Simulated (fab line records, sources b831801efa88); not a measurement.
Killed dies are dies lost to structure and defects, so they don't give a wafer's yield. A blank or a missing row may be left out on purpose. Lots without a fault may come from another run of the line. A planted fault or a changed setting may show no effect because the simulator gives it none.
One fault seen from 2 desks | flow sky130 | each desk has only its own numbers; what lay behind them comes last

THE TOOL OWNER'S DESK: rie_diel-04
The tool's own readings at SKY_POLY_GATE_ETCH_15 (etches BARC in N2/H2, stops on SiO2, time 118.5 s, target depth 110 nm): means of the sampled wafers that have a number, for each lot that ran on this tool. A lot is out of limits, marked OUT, if its mean lies more than 4 standard deviations from the usual mean; the brackets give that distance.
Columns: A = drypump_motor_current_A at SKY_POLY_GATE_ETCH_15, usual 5.9 A; B = oes_product_au at SKY_POLY_GATE_ETCH_15, usual 0.716 a.u.; C = throttle_valve_pct at SKY_POLY_GATE_ETCH_15, usual 13.212 %
lot  | first seen here | A   | B     | C
L830 | day 18 04:19    | 6.1 | 0.719 | 13.214
L838 | day 20 20:35    | 6.4 | 0.712 | 13.221
L847 | day 24 01:22    | 6.0 | 0.714 | 13.203
L848 | day 24 03:41    | 6.5 | 0.719 | 13.217
This desk's finding: nothing out of limits on any of the 4 lots.

THE METROLOGY DESK
What the gauges read, lot by lot, whatever tool the lot ran on: means of the sampled wafers that have a number. A lot is out of limits, marked OUT, if its mean lies more than 4 standard deviations from the usual mean; the brackets give that distance.
Columns: A = SONOS_ONO_OVL at SKY_SONOS_ONO_OVL_MEAS_14, usual -0.3 nm; B = GATE_OXIDE_OVL at SKY_GATE_OXIDE_OVL_MEAS_10, usual -0.3 nm
lot  | first seen here | A    | B
L827 | day 12 19:52    | -1.2 | -0.8
L828 | day 13 04:45    | -0.2 | -0.6
L829 | day 13 11:08    | 0.2  | 0.3
L830 | day 14 07:41    | 0.8  | -2.5
L838 | day 16 16:02    | 0.3  | -0.5
L842 | day 18 01:05    | -1.7 | -0.7
L844 | day 18 22:03    | -0.5 | 1.0
L845 | day 19 07:11    | 0.2  | 0.9
L846 | day 19 10:59    | -0.7 | -0.7
L847 | day 19 19:45    | 0.7  | 2.0
L848 | day 20 02:53    | -3.6 | -1.4
L849 | day 20 08:14    | 1.5  | 0.8
This desk's finding: nothing out of limits on any of the 12 lots.

PUT TOGETHER
The tool owner's desk saw nothing out of limits.
The metrology desk saw nothing out of limits.

WHAT THE SIMULATOR HAD PUT IN
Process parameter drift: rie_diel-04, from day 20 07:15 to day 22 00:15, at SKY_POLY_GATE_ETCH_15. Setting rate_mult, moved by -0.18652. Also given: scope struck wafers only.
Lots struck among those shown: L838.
